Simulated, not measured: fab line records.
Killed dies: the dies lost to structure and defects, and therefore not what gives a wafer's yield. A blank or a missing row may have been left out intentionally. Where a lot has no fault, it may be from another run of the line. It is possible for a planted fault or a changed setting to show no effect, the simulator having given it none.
Problem report, 8D (eight disciplines) form, completed by code :: flow gf180mcu :: the parts of the form that need people (team, actions taken, sign-off) are left out

== 1. WHAT IS WRONG ==
At GF_VT_IMPLANT_DEVELOP_17, developer-temp-C averages 22.10 C over 6 wafers from 2 lots, while fault-free wafers read 22.99 C, standard deviation 0.11. Relative to the usual mean, that is a shift of -8.1 standard deviations.
The step: develop time 60 s.
First observed at day 10 17:54: wafer L787.1, on litho-track-01. The record holds 42 wafers of 14 lots with a number at this step. Rule for "out" (also "out of limits"): further than 4 standard deviations from the usual mean. The rest of the wafers with a number are treated as sound.

== 2. WHAT IT IS AND WHAT IT IS NOT ==
question: which readings at this step
is: developer-temp-C
is not: exhaust-pa

question: which lots
is: L787, L792
is not: L772, L774, L775, L776, L777, L778, L779, L781, L782, L784, L786, L789

question: which wafers of those lots
is: all that have a number
is not: -

question: read on which tools
is: litho-track-01
is not: litho-track-02, litho-track-03

question: when
is: from day 10 17:54
is not: up to then (33 sound wafers); but 3 sound wafers of L789 came after

== 3. THE SUSPECTS, EACH WITH WHAT RULES IT OUT ==
Counting: any tool at a process step up to the reading is kept as a suspect provided that every lot that is out went through it and no sound lot did after the first of them.
- litho-track-01 at GF_VT_IMPLANT_DEVELOP_17 (develop time 60 s): kept. All lots that are out passed through it, beginning with L787 at day 10 17:54, and no sound lot followed; its final sound lot before that point was L784 at day 9 21:03. Its own developer-temp-C readings are out on those wafers.
Remaining after the count: litho-track-01 at GF_VT_IMPLANT_DEVELOP_17.

== 4. THE CAUSE (what the simulator had put in) ==
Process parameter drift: litho-track-01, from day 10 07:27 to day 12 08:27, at GF_VT_IMPLANT_DEVELOP_17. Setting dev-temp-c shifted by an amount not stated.
This tool alone remained once counting was done.

== 5. SEQUENCE OF EFFECTS, ordered by route ==
Each row: a reading where the mean over the struck wafers with a number is more than 3 standard deviations away from the usual. Only readings whose record carries a usual standard deviation are examined. hours: median over the lots of the time between each lot's start at the first step of this table that gives one and its start at this step. sigmas: the change, counted in usual standard deviations.
hours: 0
step: GF_VT_IMPLANT_DEVELOP_17
reading: developer-temp-C
usual: 22.99 C
on struck wafers: 22.10
change: -0.89
sigmas: -8.1
Its process steps:
- GF_VT_IMPLANT_DEVELOP_17: develop time 60 s.
At these later measuring or inspecting steps, every struck wafer for which the step has a row has a number for every such reading, and none has moved that far: GF_V1_THK_MEAS_01.

== 6. WHAT WOULD HAVE CAUGHT IT SOONER ==
10 hours passed between the start of the fault at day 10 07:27 and the first reading out of limits in this record, taken at day 10 17:54.
